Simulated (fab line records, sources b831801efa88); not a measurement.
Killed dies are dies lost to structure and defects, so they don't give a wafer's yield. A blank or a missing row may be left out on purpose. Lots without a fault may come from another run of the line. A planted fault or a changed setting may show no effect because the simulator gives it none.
Which tool did it? | flow gf180mcu | 14 lots, 42 wafers sampled, at 6 steps of a route of 602

WHAT THE GAUGES READ, wafer by wafer
GF_DNWELL_TW_MEAS_09.
lot  | measured    | on            | DNWELL_TW
L306 | day 2 18:10 | film_metro-02 | 1371 1375 1374
L307 | day 3 00:18 | film_metro-02 | 1359 1363 1349
L308 | day 3 07:11 | film_metro-02 | 1363 1361 1360
L309 | day 3 11:20 | film_metro-03 | 1368 1369 1362
L310 | day 3 16:03 | film_metro-01 | 1359 1356 1353
L311 | day 3 23:25 | film_metro-01 | 1359 1350 1351
L312 | day 4 04:14 | film_metro-01 | 1364 1359 1360
L313 | day 4 08:39 | film_metro-03 | 1359 1364 1366
L315 | day 4 19:20 | film_metro-03 | 1351 1345 1345
L316 | day 5 00:37 | film_metro-02 | 1365 1362 1360
L320 | day 5 21:14 | film_metro-02 | 1359 1363 1360
L326 | day 7 04:49 | film_metro-02 | 1356 1351 1355
L328 | day 7 15:01 | film_metro-03 | 1353 1356 1362
L329 | day 7 21:13 | film_metro-02 | 1350 1347 1348

GF_LVPWELL_TW_MEAS_11.
lot  | measured    | on            | LVPWELL_TW
L306 | day 3 20:43 | film_metro-03 | 562 566 565
L307 | day 4 02:35 | film_metro-04 | 566 567 565
L308 | day 4 10:11 | film_metro-01 | 564 562 564
L309 | day 4 14:49 | film_metro-01 | 564 563 564
L310 | day 4 20:48 | film_metro-03 | 563 563 559
L311 | day 5 04:08 | film_metro-01 | 560 561 560
L312 | day 5 09:25 | film_metro-03 | 560 562 563
L313 | day 5 13:20 | film_metro-01 | 559 559 559
L315 | day 6 01:29 | film_metro-01 | 560 559 560
L316 | day 6 06:05 | film_metro-04 | 570 572 574
L320 | day 7 04:40 | film_metro-03 | 561 561 559
L326 | day 8 12:36 | film_metro-03 | 560 559 559
L328 | day 8 23:44 | film_metro-04 | 566 566 565
L329 | day 9 05:54 | film_metro-04 | 566 568 566

GF_MVPSD_OVL_MEAS_07.
lot  | measured     | on         | MVPSD_OVL (nm)
L306 | day 5 01:13  | overlay-02 | 1.2 2.5 1.2
L307 | day 5 06:42  | overlay-01 | -1.0 -1.2 -0.6
L308 | day 5 14:25  | overlay-01 | -1.4 -0.9 -2.0
L309 | day 5 20:06  | overlay-01 | -1.4 -2.2 0.8
L310 | day 6 02:20  | overlay-02 | -2.4 -0.8 -0.2
L311 | day 6 10:17  | overlay-02 | -1.1 -2.6 -4.3
L312 | day 6 14:48  | overlay-02 | 1.0 0.8 2.7
L313 | day 6 19:37  | overlay-02 | 1.4 1.5 -0.7
L315 | day 7 08:58  | overlay-02 | -0.2 0.0 0.2
L316 | day 7 13:41  | overlay-01 | -3.0 -0.8 -2.3
L320 | day 8 12:24  | overlay-01 | -0.8 -1.1 -0.5
L326 | day 9 20:20  | overlay-01 | -1.4 -1.7 -0.3
L328 | day 10 08:46 | overlay-02 | -1.9 0.4 0.8
L329 | day 10 15:00 | overlay-02 | 1.0 1.6 -0.2

GF_MVPSD_TW_MEAS_11.
lot  | measured     | on            | MVPSD_TW
L306 | day 5 01:39  | film_metro-04 | 563 564 563
L307 | day 5 07:08  | film_metro-04 | 562 564 567
L308 | day 5 14:50  | film_metro-01 | 554 555 557
L309 | day 5 20:32  | film_metro-01 | 554 553 555
L310 | day 6 02:47  | film_metro-04 | 564 565 564
L311 | day 6 10:43  | film_metro-01 | 553 553 554
L312 | day 6 15:14  | film_metro-03 | 555 558 557
L313 | day 6 20:03  | film_metro-04 | 565 566 566
L315 | day 7 09:25  | film_metro-01 | 555 553 559
L316 | day 7 14:26  | film_metro-03 | 583 584 580
L320 | day 8 13:17  | film_metro-04 | 588 589 588
L326 | day 9 20:47  | film_metro-03 | 556 560 554
L328 | day 10 09:14 | film_metro-01 | 554 555 551
L329 | day 10 15:26 | film_metro-03 | 558 557 559

GF_VT_IMPLANT_RS_MEAS_49: measures by four-point-probe.
lot  | measured     | on            | MVPSD_RS (ohm/sq)
L306 | day 7 14:41  | film_metro-01 | 1167.7 1172.5 1167.0
L307 | day 7 21:37  | film_metro-04 | 1167.6 1168.1 1163.4
L308 | day 8 06:20  | film_metro-03 | 1164.4 1165.9 1163.1
L309 | day 8 11:33  | film_metro-03 | 1171.1 1167.7 1168.9
L310 | day 8 17:55  | film_metro-03 | 1172.2 1171.1 1171.7
L311 | day 9 01:17  | film_metro-04 | 1168.5 1168.2 1167.3
L312 | day 9 07:08  | film_metro-04 | 1171.2 1173.1 1168.3
L313 | day 9 12:44  | film_metro-01 | 1172.7 1173.5 1172.4
L315 | day 10 03:02 | film_metro-04 | 1170.0 1169.4 1168.6
L316 | day 10 06:49 | film_metro-01 | 1013.0 1009.0 1009.0
L320 | day 11 06:53 | film_metro-03 | 1009.0 1011.2 1006.7
L326 | day 12 18:49 | film_metro-04 | 1167.9 1169.0 1166.9
L328 | day 13 10:37 | film_metro-01 | 1169.2 1168.7 1166.9
L329 | day 13 17:28 | film_metro-03 | 1170.7 1165.6 1171.0

WHICH TOOL RAN EACH LOT (tool, then ch and the chambers of the sampled wafers, then the start)
lot  | GF_MVPSD_IMPLANT_09
L306 | implanter-04 ch 0, day 5 01:26
L307 | implanter-03 ch 0, day 5 06:55
L308 | implanter-03 ch 0, day 5 14:35
L309 | implanter-01 ch 0, day 5 20:17
L310 | implanter-04 ch 0, day 6 02:33
L311 | implanter-01 ch 0, day 6 10:28
L312 | implanter-01 ch 0, day 6 14:59
L313 | implanter-01 ch 0, day 6 19:49
L315 | implanter-04 ch 0, day 7 09:11
L316 | implanter-01 ch 0, day 7 13:52
L320 | implanter-04 ch 0, day 8 12:35
L326 | implanter-04 ch 0, day 9 20:33
L328 | implanter-03 ch 0, day 10 08:58
L329 | implanter-04 ch 0, day 10 15:13
- GF_MVPSD_IMPLANT_09

WHAT THE TOOLS THEMSELVES READ (means of the sampled wafers that have a number; where no wafer has one, the mark that the record gives instead)
The record holds no such reading with a usual standard deviation.

THE ANSWER, worked out from the rows above alone
Rule: what is usual is taken from the lots themselves. Put in order of their means at a reading, lots are off if they are a third of the lots or fewer, leave a main group of 4 or more, and stand apart from it by a gap of 3 or more times the standard deviation of the main group's means; of several such gaps the widest counts. A main group whose means are all the same, to the digits that the tables above print for the reading, isn't used. A lot without any number at a reading at which 4 lots or more have one is off too. The other lots that the step has rows for count as sound. The gauges are gone through in route order, then the tools' own readings, and for those a lot's mean is taken as printed above. The first step at which some lot is off is used, and at that step the reading that is off furthest; a lot without a number counts as furthest.
Off: L316, L320, at GF_MVPSD_TW_MEAS_11 (MVPSD_TW). The main group: mean 558, standard deviation 4.5.
A tool fits if, at a process step before that reading, it ran every lot that is off, and no sound lot after the first of them. The gauges at GF_MVPSD_TW_MEAS_11 are tried like those tools. None of those tried fits.

WHAT THE SIMULATOR HAD PUT IN
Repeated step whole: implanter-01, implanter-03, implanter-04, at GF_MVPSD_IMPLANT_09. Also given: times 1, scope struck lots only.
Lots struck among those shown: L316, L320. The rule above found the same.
